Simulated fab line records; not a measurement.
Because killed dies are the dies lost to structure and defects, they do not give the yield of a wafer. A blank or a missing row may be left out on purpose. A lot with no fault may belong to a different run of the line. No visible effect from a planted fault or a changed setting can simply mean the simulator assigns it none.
Code-filled problem report in 8D (eight disciplines) form | flow sky130 | the parts of the form that need people (team, actions taken, sign-off) are left out

## 1. WHAT IS WRONG
Across 6 wafers from 2 lots, SD_P_TW at SKY_SD_P_TW_MEAS_11 averages 3054, while fault-free wafers read 2838 with a standard deviation of 36. Relative to the usual mean, that is a shift of +6.0 standard deviations.
Earliest sighting: wafer L260.1 on film metro-02 at day 30 01:01. The record holds 33 wafers of 11 lots with a number at this step. The rule behind "out" and "out of limits": a value lying over 4 standard deviations away from the usual mean. Any other wafer with a number is counted as sound.

## 2. WHAT IT IS; WHAT IT IS NOT
question                    | is                     | is not
which readings at this step | SD_P_TW                | -
which lots                  | L260, L261             | L248, L252, L254, L255, L266, L267, L269, L270, L271
which wafers of those lots  | all that have a number | -
read on which gauges        | film metro-02          | film metro-01, film metro-04
when                        | from day 30 01:01      | up to then (12 sound wafers); but 15 sound wafers of L266, L267, L269, L270, L271 came after

## 3. SUSPECTS, AND WHAT RULES EACH OUT
Counting: a tool at a process step up to the reading stays a suspect if it ran every lot that is out and no sound lot after the first of them.
- the gauge at SKY_SD_P_TW_MEAS_11: ruled out. All the wafers that are out were read on film metro-02, but those of them that SKY_SD_P_IMPLANT_09 has rows for are out there too, on other tools.
- implanter-03 at SKY_SD_P_IMPLANT_09: kept. All lots that are out passed through it, beginning with L260 at day 30 00:46, and no sound lot followed; its final sound lot before that point was L254 at day 28 02:24. On those wafers its own readings are out: tilt deg.
Left after counting: implanter-03 at SKY_SD_P_IMPLANT_09.

## 4. THE CAUSE (what the simulator had put in)
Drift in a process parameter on implanter-03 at SKY_SD_P_IMPLANT_09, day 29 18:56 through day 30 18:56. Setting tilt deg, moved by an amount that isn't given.
Counting left only this tool.

## 5. THE EFFECT CHAIN, in route order
Each row: a reading whose mean over the struck wafers that have a number lies more than 3 standard deviations from the usual. Only readings for which the record gives a usual standard deviation are gone through. hours: the time from each lot's start at the first step in this table that gives one to its start at this step, as a median over the lots. sigmas: the change in usual standard deviations.
hours | step                | reading  | usual         | on struck wafers | change | sigmas
0     | SKY_SD_P_IMPLANT_09 | tilt deg | 0.002 degrees | 4.595            | +4.593 | +99 or more
0     | SKY_SD_P_TW_MEAS_11 | SD_P_TW  | 2838          | 3054             | +216   | +6.0
57    | SKY_SD_N_RS_MEAS_17 | SD_P_RS  | 147.1 ohm/sq  | 140.6            | -6.5   | -15
Process steps it contains:
- SKY_SD_P_IMPLANT_09

## 6. WHAT WOULD HAVE CAUGHT IT SOONER
Counted from the fault's start at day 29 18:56, it took 6 hours until the first out-of-limits reading at a measuring or inspecting step in this record, taken at day 30 01:01.
The tool's own readings at SKY_SD_P_IMPLANT_09 were out on every struck wafer that the step has a row for (tilt deg): an alarm limit on them would have fired on the first of those.
Lots out: 2; of these, L261 started SKY_SD_P_IMPLANT_09 on implanter-03 after day 30 01:01. Holding the tool at that time would have saved it.
